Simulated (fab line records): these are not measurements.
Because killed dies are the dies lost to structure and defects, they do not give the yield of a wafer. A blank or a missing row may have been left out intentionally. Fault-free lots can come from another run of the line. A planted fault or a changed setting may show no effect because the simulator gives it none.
fab line records	flow sky130
[record] lots = 11	wafers = 33	lastDay = 50
route steps=708 shown VIA3@587 CAP2M@617 METAL4@634 METAL5@661 PAD_OPEN@708
lots that met no fault: taken from a fault-free run of the same line
startH: hours from the record's opening day to when the first of the lot's shown wafers began	waitH: time in hours since the lot's previous step	" identical to the entry in the row above	L1.1+2: a single row standing in for several wafers	- no value, or no start was given	* or withheld: withheld	< > ~ a bound
route shown NAME@n: NAME is a module with steps in the file, n the number in the route of the first one	usual: average and standard deviation across the fault-free wafers	same: alike in all rows	chamber/n: place in a boat	sites: each site's reading	_std_site: standard deviation of those values	_edge_site: the outer-site mean with the inner-site mean subtracted	radiusMm: how far each site lies from the wafer's centre	mask NAME#n: copy n	behind: the last tool/chamber to shape the wafer	hold: cause of the lot's hold/its duration in hours/its outcome	device: the transistor (n, p or np) that didn't switch	end of line: at the end of the route, the tests of the same wafers	a step without rows: its recipe alone	killed: at the first sort, the dies lost to defects and structure; wafer yield is something else	map: shows each die of a wafer: x if killed, . if not, _ if none is there
set.NAME: the setting the step ran with; set.NAME@STEP: the setting that earlier step ran with	model.NAME: the simulator's own value behind a step, which no gauge read
steps of the route over a sample of lots; a table a step, a row a wafer
services: when a tool's chamber went out of use (startH, in hours from the record's first day, below 0 if earlier), for how many hours, and the reason
[[steps]]
[step SKY_VIA3_ETCH_14]
[recipe] chemistry = N2/H2	target = BARC	ionEnergyEv = 200	sourceW = 500	biasW = 100	pressureMtorr = 30	n2FlowSccm = 100	h2FlowSccm = 200	stopOn = SiO2	timeS = 45.9	targetDepthA = 600
[usual] drypumpMotorCurrentA = 6.0/0.42	oesProductAu = 0.856/0.0047	throttleValvePct = 13.225/0.01
lot.wafer	tool	chamber	startH	waitH	drypumpMotorCurrentA	oesProductAu	rfHoursCounterH	throttleValvePct
L439.4	rieDiel-01	0	933.31	0.0	6.1	0.847	4	13.223
L439.5	"	0	"	"	6.1	0.855	-	13.210
L439.6	"	1	"	"	5.7	0.857	-	13.220
L440.4	rieDiel-02	1	935.35	0.0	5.7	0.857	-	13.215
L440.5	"	0	"	"	6.1	0.849	-	13.219
L440.6	"	3	"	"	6.5	0.857	-	13.217
L443.1	rieDiel-02	0	952.99	0.0	6.2	0.856	21	13.225
L443.2	"	3	"	"	6.5	0.856	6	13.215
L443.4	"	0	"	"	6.2	0.854	-	13.225
L444.2	rieDiel-02	2	958.21	0.0	6.1	0.848	13	13.229
L444.3	"	3	"	"	6.5	0.849	6	13.219
L444.6	"	0	"	"	6.1	0.847	-	13.203
L448.2	rieDiel-01	0	986.02	0.0	6.1	0.851	6	13.216
L448.3	"	2	"	"	6.1	0.855	15	13.234
L448.6	"	2	"	"	6.1	0.852	-	13.238
L449.1	rieDiel-01	1	988.11	0.0	5.7	0.858	7	13.224
L449.3	"	2	"	"	6.1	0.855	15	13.217
L449.6	"	2	"	"	6.1	0.858	-	13.225
L450.1	rieDiel-01	3	998.59	0.0	6.7	0.857	18	13.236
L450.2	"	2	"	"	6.1	0.857	15	13.227
L450.6	"	3	"	"	6.7	0.858	-	13.210
L453.1	rieDiel-01	0	1029.14	0.0	6.1	0.856	8	13.223
L453.2	"	1	"	"	5.7	0.853	9	13.233
L453.3	"	2	"	"	6.1	0.860	16	13.216
L458.1	rieDiel-03	0	1054.68	0.0	5.8	0.847	4	13.227
L458.4	"	1	"	"	5.3	0.864	21	13.240
L458.5	"	0	"	"	5.8	0.855	-	13.224
L457.1	rieDiel-03	2	1055.43	0.0	5.1	0.858	10	13.213
L457.3	"	0	"	"	5.8	0.847	4	13.228
L457.4	"	3	"	"	5.8	0.859	17	13.226
L460.1	rieDiel-02	3	1081.38	0.0	6.5	0.858	10	13.209
L460.4	"	0	"	"	6.1	0.860	25	13.230
L460.5	"	0	"	"	6.2	0.858	-	13.218
[step SKY_CAP2M_STRIP_14]
[recipe] chemistry = O2/N2	powerW = 1400	pressureMtorr = 1500	platenTempC = withheld	o2FlowSccm = 3000	n2FlowSccm = 300	overashFraction = 0.5
[usual] drypumpMotorCurrentA = 5.8/0.51	oesProductAu = 0.710/0.005	stripTimeToEndpointS = 12.66/0.039
lot.wafer	tool	chamber	startH	waitH	drypumpMotorCurrentA	oesProductAu	rfHoursCounterH	stripTimeToEndpointS
L439.4	plasmaAsher-02	1	959.48	0.1	6.4	0.710	-	12.70
L439.5	"	1	"	"	6.4	0.718	-	12.69
L439.6	"	0	"	"	5.4	0.714	-	12.75
L440.4	plasmaAsher-04	0	961.12	0.1	6.1	0.710	-	12.65
L440.5	"	0	"	"	6.1	0.709	-	12.64
L440.6	"	1	"	"	5.1	0.704	-	12.65
L443.1	plasmaAsher-04	0	979.03	0.1	6.2	0.710	55	12.68
L443.2	"	1	"	"	5.1	0.708	55	12.64
L443.4	"	1	"	"	5.1	0.707	-	12.65
L444.2	plasmaAsher-01	0	984.14	0.1	5.5	0.700	88	12.66
L444.3	"	0	"	"	5.5	0.708	-	12.67
L444.6	"	1	"	"	6.4	0.702	-	12.62
L448.2	plasmaAsher-01	1	1010.70	0.1	6.4	0.715	92	12.70
L448.3	"	0	"	"	5.5	0.705	-	12.68
L448.6	"	1	"	"	6.4	0.716	-	12.70
L449.1	plasmaAsher-01	1	1013.34	0.1	6.4	0.716	92	12.65
L449.3	"	0	"	"	5.5	0.705	-	12.63
L449.6	"	1	"	"	6.4	0.716	-	12.64
L450.1	plasmaAsher-02	1	1022.84	0.1	6.4	0.715	27	12.68
L450.2	"	0	"	"	5.4	0.703	27	12.66
L450.6	"	0	"	"	5.4	0.711	-	12.62
L453.1	plasmaAsher-02	0	1053.44	0.1	5.4	0.703	30	12.73
L453.2	"	1	"	"	6.4	0.717	30	12.72
L453.3	"	1	"	"	6.5	0.715	-	12.71
L458.1	plasmaAsher-04	0	1077.53	0.1	6.1	0.712	65	12.66
L458.4	"	1	"	"	5.1	0.707	-	12.64
L458.5	"	1	"	"	5.1	0.704	-	12.65
L457.1	plasmaAsher-04	0	1079.00	0.1	6.1	0.709	65	12.65
L457.3	"	1	"	"	5.1	0.710	-	12.60
L457.4	"	0	"	"	6.2	0.712	-	12.62
L460.1	plasmaAsher-01	1	1103.65	0.1	6.4	0.716	102	12.69
L460.4	"	1	"	"	6.4	0.713	-	12.66
L460.5	"	1	"	"	6.4	0.713	-	12.65
[step SKY_METAL4_METAL_ETCH_18]
[recipe] targetDepthA = 8450	stopOn = SiO2	overEtchFrac = 0.3	timeS = 183.1	chemistry = Cl2/BCl3	resistSidewallDeg = 88	pressureMtorr = 10	icpW = 900	biasW = 48.5	Cl2_flow_sccm = 60	bcl3FlowSccm = 30
[usual] drypumpMotorCurrentA = 5.8/0.44	oesProductAu = 0.867/0.0068	throttleValvePct = 22.265/0.0094
lot.wafer	tool	chamber	startH	waitH	drypumpMotorCurrentA	oesProductAu	rfHoursCounterH	throttleValvePct
L439.4	rieMetal-04	0	984.09	0.1	6.3	0.862	-	22.263
L439.5	"	1	"	"	6.0	0.859	-	22.272
L439.6	"	0	"	"	6.3	0.862	-	22.266
L440.4	rieMetal-03	1	985.99	0.1	6.4	0.858	-	22.267
L440.5	"	1	"	"	6.3	0.862	-	22.269
L440.6	"	0	"	"	5.4	0.867	-	22.259
L443.1	rieMetal-04	1	1003.66	0.0	6.0	0.871	6	22.278
L443.2	"	0	"	"	6.3	0.871	14	22.276
L443.4	"	1	"	"	6.0	0.865	-	22.275
L444.2	rieMetal-03	1	1008.71	0.0	6.3	0.869	17	22.270
L444.3	"	0	"	"	5.5	0.874	-	22.262
L444.6	"	1	"	"	6.3	0.871	-	22.266
L448.2	rieMetal-03	1	1033.98	0.0	6.4	0.876	19	22.269
L448.3	"	1	"	"	6.3	0.869	-	22.256
L448.6	"	1	"	"	6.4	0.865	-	22.269
L449.1	rieMetal-01	0	1036.22	0.0	5.4	0.861	7	22.265
L449.3	"	0	"	"	5.4	0.871	-	22.259
L449.6	"	0	"	"	5.5	0.864	-	22.274
L450.1	rieMetal-04	0	1045.47	0.0	6.3	0.868	17	22.254
L450.2	"	1	"	"	6.0	0.874	9	22.265
L450.6	"	1	"	"	6.0	0.869	-	22.262
L453.1	rieMetal-03	1	1075.77	0.0	6.3	0.880	22	22.263
L453.2	"	0	"	"	5.5	0.868	3	22.247
L453.3	"	1	"	"	6.4	0.882	-	22.266
L458.1	rieMetal-03	1	1098.64	0.0	6.4	0.873	23	22.259
L458.4	"	0	"	"	5.4	0.863	-	22.266
L458.5	"	0	"	"	5.4	0.868	-	22.265
L457.1	rieMetal-03	0	1100.90	0.0	5.4	0.853	5	22.262
L457.3	"	1	"	"	6.4	0.862	-	22.264
L457.4	"	0	"	"	5.4	0.865	-	22.281
L460.1	rieMetal-04	0	1124.03	0.0	6.3	0.868	23	22.259
L460.4	"	1	"	"	6.0	0.868	-	22.263
L460.5	"	0	"	"	6.3	0.861	-	22.248
[step SKY_METAL5_SPUTTER_00]
[recipe] material = Ti	targetThkNm = 15	powerW = 3000	timeS = 10	chamberPressurePa = 0.4
[usual] throttleValvePct = 30.0/1.5
lot.wafer	tool	chamber	startH	waitH	throttleValvePct
L439.4	pvdSputter-03	-	1010.40	0.2	28.6
L439.5	"	-	"	"	33.2
L439.6	"	-	"	"	28.6
L440.4	pvdSputter-03	-	1011.96	0.2	33.2
L440.5	"	-	"	"	28.7
L440.6	"	-	"	"	28.0
L443.1	pvdSputter-01	-	1029.40	0.1	29.0
L443.2	"	-	"	"	29.6
L443.4	"	-	"	"	31.5
L444.2	pvdSputter-02	-	1034.27	0.1	29.7
L444.3	"	-	"	"	29.7
L444.6	"	-	"	"	30.8
L448.2	pvdSputter-02	-	1058.86	0.1	29.8
L448.3	"	-	"	"	30.9
L448.6	"	-	"	"	29.5
L449.1	pvdSputter-01	-	1061.17	0.2	29.0
L449.3	"	-	"	"	29.8
L449.6	"	-	"	"	29.6
L450.1	pvdSputter-03	-	1069.70	0.1	30.2
L450.2	"	-	"	"	33.1
L450.6	"	-	"	"	32.9
L453.1	pvdSputter-03	-	1098.45	0.2	33.1
L453.2	"	-	"	"	28.3
L453.3	"	-	"	"	30.7
L458.1	pvdSputter-03	-	1120.85	0.2	30.5
L458.4	"	-	"	"	33.1
L458.5	"	-	"	"	30.6
L457.1	pvdSputter-03	-	1123.40	0.2	30.6
L457.3	"	-	"	"	28.3
L457.4	"	-	"	"	30.7
L460.1	pvdSputter-01	-	1145.65	0.1	29.9
L460.4	"	-	"	"	29.6
L460.5	"	-	"	"	29.6
[step SKY_PAD_OPEN_PROBE_99]
[usual] defectLimitedYield = 82.5/1.8	killed_at_M0_to_M3 = 43/5.9	killed_at_M4_up = 3.3/1.9	killedAtContacts = 24/5.6	killedAtFrontEnd = 15/4.1	killedAtOther = 0.4/0.66	killedDies = 86/9	killedOnRim = 17/3.7	killedOpen = 47/6.9	killedShort = 39/6.2	sort_bin_3_pad_short = 0.9/0.45	sort_bin_5_function = 10.3/1.4	sort_bin_6_memory = 6.3/1.2	sortNPass = 406/9	sortYieldPct = 82.5/1.8
[same] grossDies = 492	killedAtBackSide = 0	sort_bin_4_leakage[%] = 0	sort_bin_8_speed[%] = 0
lot.wafer	tool	chamber	startH	waitH	hold	defectLimitedYield[%]	killed_at_M0_to_M3	killed_at_M4_up	killedAtContacts	killedAtFrontEnd	killedAtOther	killedDies	killedOnRim	killedOpen	killedShort	sort_bin_3_pad_short[%]	sort_bin_5_function[%]	sort_bin_6_memory[%]	sortNPass	sortYieldPct[%]
L439.4	prober-01	-	1079.50	0.2	-	82.3	51	3	23	9	1	87	19	45	42	0.8	10.4	6.5	405	82.3
L439.5	prober-01	-	1079.55	0.2	-	82.7	51	3	20	11	0	85	12	42	42	0.8	11.6	4.9	407	82.7
L439.6	prober-01	-	1079.60	0.2	-	81.7	46	4	28	11	1	90	16	46	44	1.0	11.8	5.5	402	81.7
L440.4	prober-02	-	1081.85	0.2	-	83.9	40	4	24	10	1	79	14	39	40	0.6	9.8	5.7	413	83.9
L440.5	prober-02	-	1081.90	0.2	-	81.9	41	4	30	14	0	89	15	46	42	1.0	11.6	5.5	403	81.9
L440.6	prober-02	-	1081.95	0.2	-	83.9	41	6	23	9	0	79	18	44	33	0.6	9.8	5.7	413	83.9
L443.1	prober-01	-	1096.53	0.1	-	83.7	44	5	17	14	0	80	18	44	36	0.4	9.1	6.7	412	83.7
L443.2	prober-01	-	1096.58	0.1	-	82.1	44	2	32	10	0	88	16	48	40	1.2	8.7	7.9	404	82.1
L443.4	prober-01	-	1096.68	0.2	-	81.5	41	4	27	19	0	91	12	55	36	0.4	8.9	9.1	401	81.5
L444.2	prober-02	-	1101.82	0.1	-	81.1	48	3	26	14	2	93	27	59	34	0.6	10.0	8.3	399	81.1
L444.3	prober-02	-	1101.87	0.2	-	83.3	51	3	14	13	1	82	19	49	33	0.8	9.1	6.7	410	83.3
L444.6	prober-02	-	1102.02	0.2	-	81.5	48	5	24	13	1	91	20	54	37	0.4	10.8	7.3	401	81.5
L448.2	prober-02	-	1123.36	0.1	-	78.5	50	3	31	22	0	106	20	54	52	1.8	12.0	7.7	386	78.5
L448.3	prober-02	-	1123.41	0.2	-	84.1	47	2	17	12	0	78	13	38	40	1.4	10.0	4.5	414	84.1
L448.6	prober-02	-	1123.56	0.2	-	84.3	44	1	18	14	0	77	12	37	40	0.6	7.3	7.7	415	84.3
L449.1	prober-01	-	1126.04	0.1	-	83.1	45	3	16	17	2	83	20	43	40	1.2	11.0	4.7	409	83.1
L449.3	prober-01	-	1126.14	0.2	-	83.3	42	5	23	12	0	82	10	47	35	0.4	8.3	7.9	410	83.3
L449.6	prober-01	-	1126.29	0.2	-	84.3	48	2	19	8	0	77	19	39	38	1.2	8.9	5.5	415	84.3
L450.1	prober-01	-	1132.15	0.1	-	82.9	41	3	21	19	0	84	17	54	30	0.6	10.6	5.9	408	82.9
L450.2	prober-01	-	1132.20	0.1	-	83.5	47	3	16	13	2	81	9	46	35	0.8	11.0	4.7	411	83.5
L450.6	prober-01	-	1132.40	0.2	-	80.3	46	5	33	13	0	97	21	55	42	1.2	9.8	8.7	395	80.3
L453.1	prober-01	-	1157.70	0.1	awaitDispo/2.7h/release	75.6	37	50	17	15	1	120	31	38	36	3.5	13.6	7.3	372	75.6
L453.2	prober-01	-	1157.75	0.1	awaitDispo/2.7h/release	82.5	42	3	19	22	0	86	18	47	39	1.0	10.0	6.5	406	82.5
L453.3	prober-01	-	1157.80	0.2	awaitDispo/2.7h/release	72.8	46	52	23	13	0	134	37	51	33	3.9	16.5	6.9	358	72.8
L458.1	prober-01	-	1177.67	0.1	awaitDispo/3.8h/release	75.2	41	49	20	12	0	122	28	35	39	2.6	15.9	6.3	370	75.2
L458.4	prober-01	-	1177.82	0.2	awaitDispo/3.8h/release	84.8	33	2	26	12	2	75	18	43	32	0.4	9.3	5.5	417	84.8
L458.5	prober-01	-	1177.87	0.2	awaitDispo/3.8h/release	78.9	54	3	30	17	0	104	26	52	52	1.2	12.4	7.5	388	78.9
L457.1	prober-02	-	1179.62	0.1	awaitDispo/10.7h/release	82.7	44	6	17	18	0	85	10	42	43	0.6	10.2	6.5	407	82.7
L457.3	prober-02	-	1179.72	0.2	awaitDispo/10.7h/release	74.0	39	44	24	19	2	128	29	50	37	3.5	13.8	8.7	364	74.0
L457.4	prober-02	-	1179.77	0.2	awaitDispo/10.7h/release	83.7	39	6	21	14	0	80	22	45	35	0.6	9.8	5.9	412	83.7
L460.1	prober-02	-	1199.21	0.1	-	84.3	38	3	23	13	0	77	14	51	26	0.4	8.5	6.7	415	84.3
L460.4	prober-02	-	1199.36	0.2	-	80.5	48	3	28	17	0	96	14	52	43	0.8	10.8	7.9	396	80.5
L460.5	prober-02	-	1199.41	0.2	-	79.5	51	0	30	20	0	101	20	67	34	0.6	12.6	7.3	391	79.5
// killed by level:class
L439.4 VIA2:geometricParticle:open=12 VIA1:geometricParticle:open=8 VIA3:geometricParticle:open=8 LI_CONTACT:geometricParticle:short=6 METAL1:geometricParticle:short=6 CONTACT:geometricParticle:open=5 POLY_GATE:geometricParticle:open=4 VIA1:geometricParticle:short=4
L439.5 VIA1:geometricParticle:open=10 METAL2:geometricParticle:short=7 VIA3:geometricParticle:open=7 METAL1:geometricParticle:short=6 VIA2:geometricParticle:open=6 VIA3:geometricParticle:short=6 LI_CONTACT:geometricParticle:open=5 LOCAL_INTERCONNECT:geometricParticle:short=5
L439.6 VIA1:geometricParticle:open=12 LI_CONTACT:geometricParticle:open=10 METAL2:geometricParticle:short=8 VIA1:geometricParticle:short=7 CONTACT:geometricParticle:short=7 VIA2:geometricParticle:open=7 CONTACT:geometricParticle:open=6 POLY_GATE:geometricParticle:short=4
L440.4 CONTACT:geometricParticle:open=13 LOCAL_INTERCONNECT:geometricParticle:short=7 VIA1:geometricParticle:short=7 VIA3:geometricParticle:open=7 VIA2:geometricParticle:open=6 VIA1:geometricParticle:open=5 METAL2:geometricParticle:short=4 VIA2:geometricParticle:short=4
L440.5 CONTACT:geometricParticle:open=9 VIA3:geometricParticle:open=8 LI_CONTACT:geometricParticle:short=6 LI_CONTACT:geometricParticle:open=6 POLY_GATE:geometricParticle:open=5 POLY_GATE:geometricParticle:short=5 METAL1:geometricParticle:short=5 CONTACT:geometricParticle:short=5
L440.6 CONTACT:geometricParticle:open=7 LI_CONTACT:geometricParticle:open=7 VIA3:geometricParticle:open=7 VIA1:geometricParticle:open=6 VIA2:geometricParticle:open=6 LOCAL_INTERCONNECT:geometricParticle:short=5 METAL2:geometricParticle:short=4 VIA3:geometricParticle:short=4
L443.1 VIA2:geometricParticle:open=10 VIA1:geometricParticle:open=8 CONTACT:geometricParticle:open=8 VIA2:geometricParticle:short=8 METAL1:geometricParticle:short=5 FIELD_ISO:geometricParticle:short=3 POLY_CUT:geometricParticle:open=3 LI_CONTACT:geometricParticle:short=3
L443.2 CONTACT:geometricParticle:open=13 VIA1:geometricParticle:short=10 VIA1:geometricParticle:open=10 LI_CONTACT:geometricParticle:open=7 VIA2:geometricParticle:open=5 LI_CONTACT:geometricParticle:short=4 METAL1:geometricParticle:short=4 VIA3:geometricParticle:short=4
L443.4 VIA1:geometricParticle:open=13 CONTACT:geometricParticle:open=9 VIA2:geometricParticle:open=8 LI_CONTACT:geometricParticle:open=7 FIELD_ISO:geometricParticle:open=6 LOCAL_INTERCONNECT:geometricParticle:short=6 POLY_GATE:geometricParticle:short=4 METAL1:geometricParticle:short=4
L444.2 VIA3:geometricParticle:open=12 LI_CONTACT:geometricParticle:open=11 VIA1:geometricParticle:open=8 METAL1:geometricParticle:short=8 CONTACT:geometricParticle:open=7 FIELD_ISO:geometricParticle:short=5 METAL2:geometricParticle:short=5 VIA2:geometricParticle:open=5
L444.3 VIA1:geometricParticle:open=15 METAL1:geometricParticle:short=10 VIA2:geometricParticle:open=8 LOCAL_INTERCONNECT:geometricParticle:short=5 FIELD_ISO:geometricParticle:open=4 POLY_GATE:geometricParticle:open=4 LI_CONTACT:geometricParticle:open=4 VIA1:geometricParticle:short=4
L444.6 VIA1:geometricParticle:open=17 CONTACT:geometricParticle:open=9 LI_CONTACT:geometricParticle:open=7 METAL1:geometricParticle:short=5 VIA1:geometricParticle:short=5 LI_CONTACT:geometricParticle:short=4 CONTACT:geometricParticle:short=4 VIA2:geometricParticle:open=4
L448.2 CONTACT:geometricParticle:open=16 FIELD_ISO:geometricParticle:open=7 METAL1:geometricParticle:short=7 VIA1:geometricParticle:open=7 FIELD_ISO:geometricParticle:short=6 CONTACT:geometricParticle:short=6 VIA2:geometricParticle:short=6 VIA3:geometricParticle:open=6
L448.3 VIA1:geometricParticle:open=11 METAL2:geometricParticle:short=9 CONTACT:geometricParticle:open=9 VIA2:geometricParticle:open=6 METAL3:geometricParticle:short=5 FIELD_ISO:geometricParticle:short=4 POLY_GATE:geometricParticle:open=4 LOCAL_INTERCONNECT:geometricParticle:short=4
L448.6 VIA2:geometricParticle:open=8 METAL2:geometricParticle:short=8 CONTACT:geometricParticle:open=7 VIA1:geometricParticle:open=7 VIA3:geometricParticle:short=7 FIELD_ISO:geometricParticle:open=5 VIA1:geometricParticle:short=5 FIELD_ISO:geometricParticle:short=3
L449.1 VIA1:geometricParticle:open=9 VIA2:geometricParticle:open=8 POLY_GATE:geometricParticle:short=6 CONTACT:geometricParticle:open=6 VIA1:geometricParticle:short=6 METAL2:geometricParticle:short=6 VIA3:geometricParticle:open=5 FIELD_ISO:geometricParticle:open=3
L449.3 VIA2:geometricParticle:open=13 CONTACT:geometricParticle:open=8 VIA1:geometricParticle:open=8 METAL2:geometricParticle:short=6 POLY_GATE:geometricParticle:open=5 LI_CONTACT:geometricParticle:open=5 CONTACT:geometricParticle:short=5 POLY_GATE:geometricParticle:short=3
L449.6 VIA1:geometricParticle:open=11 METAL2:geometricParticle:short=9 CONTACT:geometricParticle:open=7 VIA2:geometricParticle:open=7 LI_CONTACT:geometricParticle:open=6 VIA1:geometricParticle:short=5 POLY_GATE:geometricParticle:short=4 METAL1:geometricParticle:short=4
L450.1 VIA1:geometricParticle:open=11 LI_CONTACT:geometricParticle:open=10 VIA2:geometricParticle:open=9 FIELD_ISO:geometricParticle:short=6 CONTACT:geometricParticle:open=6 POLY_GATE:geometricParticle:short=5 VIA3:geometricParticle:open=5 METAL1:geometricParticle:short=4
L450.2 VIA1:geometricParticle:open=14 VIA2:geometricParticle:open=9 LI_CONTACT:geometricParticle:open=5 LOCAL_INTERCONNECT:geometricParticle:short=5 VIA1:geometricParticle:short=5 METAL1:geometricParticle:short=4 VIA3:geometricParticle:open=4 FIELD_ISO:geometricParticle:short=3
L450.6 VIA1:geometricParticle:open=14 CONTACT:geometricParticle:open=12 CONTACT:geometricParticle:short=9 LI_CONTACT:geometricParticle:open=8 VIA3:geometricParticle:open=7 METAL2:geometricParticle:short=6 FIELD_ISO:geometricParticle:short=5 METAL1:geometricParticle:short=5
L453.1 METAL4:unspecified=45 POLY_GATE:geometricParticle:open=10 METAL2:geometricParticle:short=8 CONTACT:geometricParticle:open=7 VIA1:geometricParticle:open=7 VIA1:geometricParticle:short=5 VIA3:geometricParticle:open=5 CONTACT:geometricParticle:short=4
L453.2 VIA1:geometricParticle:open=11 CONTACT:geometricParticle:open=10 FIELD_ISO:geometricParticle:open=8 METAL2:geometricParticle:short=7 VIA2:geometricParticle:open=6 FIELD_ISO:geometricParticle:short=4 VIA1:geometricParticle:short=4 POLY_GATE:geometricParticle:short=4
L453.3 METAL4:unspecified=49 CONTACT:geometricParticle:open=10 VIA1:geometricParticle:open=8 METAL2:geometricParticle:short=8 VIA2:geometricParticle:open=7 LI_CONTACT:geometricParticle:open=6 POLY_GATE:geometricParticle:short=5 FIELD_ISO:geometricParticle:open=4
L458.1 METAL4:unspecified=48 VIA2:geometricParticle:open=9 CONTACT:geometricParticle:short=8 VIA1:geometricParticle:open=7 CONTACT:geometricParticle:open=5 METAL2:geometricParticle:short=5 FIELD_ISO:geometricParticle:short=4 LI_CONTACT:geometricParticle:open=4
L458.4 CONTACT:geometricParticle:open=12 LI_CONTACT:geometricParticle:open=8 VIA1:geometricParticle:open=7 VIA3:geometricParticle:open=5 FIELD_ISO:geometricParticle:short=4 VIA1:geometricParticle:short=4 VIA3:geometricParticle:short=4 POLY_GATE:geometricParticle:open=3
L458.5 CONTACT:geometricParticle:open=12 VIA2:geometricParticle:open=11 FIELD_ISO:geometricParticle:short=8 LI_CONTACT:geometricParticle:open=8 VIA1:geometricParticle:open=8 VIA3:geometricParticle:open=7 CONTACT:geometricParticle:short=6 METAL1:geometricParticle:short=6
L457.1 VIA1:geometricParticle:open=20 FIELD_ISO:geometricParticle:short=7 POLY_GATE:geometricParticle:short=6 METAL1:geometricParticle:short=6 VIA2:geometricParticle:open=5 LI_CONTACT:geometricParticle:open=5 CONTACT:geometricParticle:short=5 METAL4:geometricParticle:short=5
L457.3 METAL4:unspecified=40 VIA1:geometricParticle:open=10 CONTACT:geometricParticle:open=8 POLY_GATE:geometricParticle:open=6 LI_CONTACT:geometricParticle:open=6 VIA3:geometricParticle:open=6 METAL1:geometricParticle:short=5 SPACER:geometricParticle:short=4
L457.4 VIA1:geometricParticle:open=9 CONTACT:geometricParticle:open=8 VIA3:geometricParticle:open=7 METAL1:geometricParticle:short=6 METAL4:geometricParticle:short=5 FIELD_ISO:geometricParticle:short=4 LI_CONTACT:geometricParticle:open=4 METAL1:geometricParticle:open=4
L460.1 CONTACT:geometricParticle:open=16 FIELD_ISO:geometricParticle:open=7 METAL1:geometricParticle:short=7 VIA1:geometricParticle:open=6 VIA2:geometricParticle:open=6 POLY_GATE:geometricParticle:open=5 METAL2:geometricParticle:short=5 LI_CONTACT:geometricParticle:open=4
L460.4 CONTACT:geometricParticle:open=11 FIELD_ISO:geometricParticle:short=10 VIA1:geometricParticle:open=9 LOCAL_INTERCONNECT:geometricParticle:short=8 VIA2:geometricParticle:open=8 VIA3:geometricParticle:open=8 METAL2:geometricParticle:short=7 VIA1:geometricParticle:short=5
L460.5 VIA1:geometricParticle:open=16 LI_CONTACT:geometricParticle:open=11 VIA3:geometricParticle:open=11 CONTACT:geometricParticle:open=9 FIELD_ISO:geometricParticle:open=6 METAL3:geometricParticle:short=6 CONTACT:geometricParticle:short=5 VIA2:geometricParticle:open=5
[[services]]
tool	chamber	startH	hours	kind
rieDiel-01	0	916.82	5.6	repair
rieDiel-02	2	933.70	23.4	repair
rieMetal-04	-	944.86	15.6	pm
plasmaAsher-01	-	958.02	2.6	repair
plasmaAsher-01	-	963.67	7.7	repair
rieDiel-03	-	984.63	14.6	pm
rieDiel-02	1	989.71	32.2	repair
pvdSputter-03	-	994.27	2.5	repair
rieDiel-03	3	1003.34	2.5	repair
rieDiel-03	-	1005.58	0.5	repair
rieMetal-03	-	1044.60	2.8	pm
plasmaAsher-04	-	1050.20	9.9	repair
rieMetal-04	-	1060.83	1.4	pm
rieMetal-04	1	1066.61	1.7	repair
rieDiel-01	1	1067.33	2.5	repair
pvdSputter-01	-	1069.94	6.5	repair
plasmaAsher-01	-	1077.41	6.6	repair
plasmaAsher-04	-	1103.48	9.0	pm
rieDiel-02	3	1107.54	4.7	repair
pvdSputter-01	-	1108.21	7.3	repair
pvdSputter-03	-	1109.31	2.0	repair
plasmaAsher-01	-	1110.15	3.0	repair
plasmaAsher-01	-	1115.45	2.8	pm
rieMetal-03	-	1134.44	1.5	repair
[[key]]
[firstSign] step = SKY_PAD_OPEN_PROBE_99	reading = killed_at_M4_up	direction = up	sigmas = 24	usual = 3.3	struck = 48.8
[effect] step = SKY_PAD_OPEN_PROBE_99	reading = sort_bin_3_pad_short	direction = up	sigmas = 5.4	usual = 0.9	struck = 3.4
metAt SKY_METAL4_METAL_ETCH_18
struckLots L453,L457,L458
struckWafers L453.1,L453.3,L457.3,L458.1
notActingAt SKY_VIA3_ETCH_14,SKY_CAP2M_STRIP_14,SKY_METAL5_SPUTTER_00
onsetBetween 1033.98 1075.77
[fault] kind = chamberParticleSource	tool = rieMetal-03	chamber = 1	onsetH = 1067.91	steps = SKY_METAL4_METAL_ETCH_18	ratePerVisitCm2 = 1.2502	endH = 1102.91
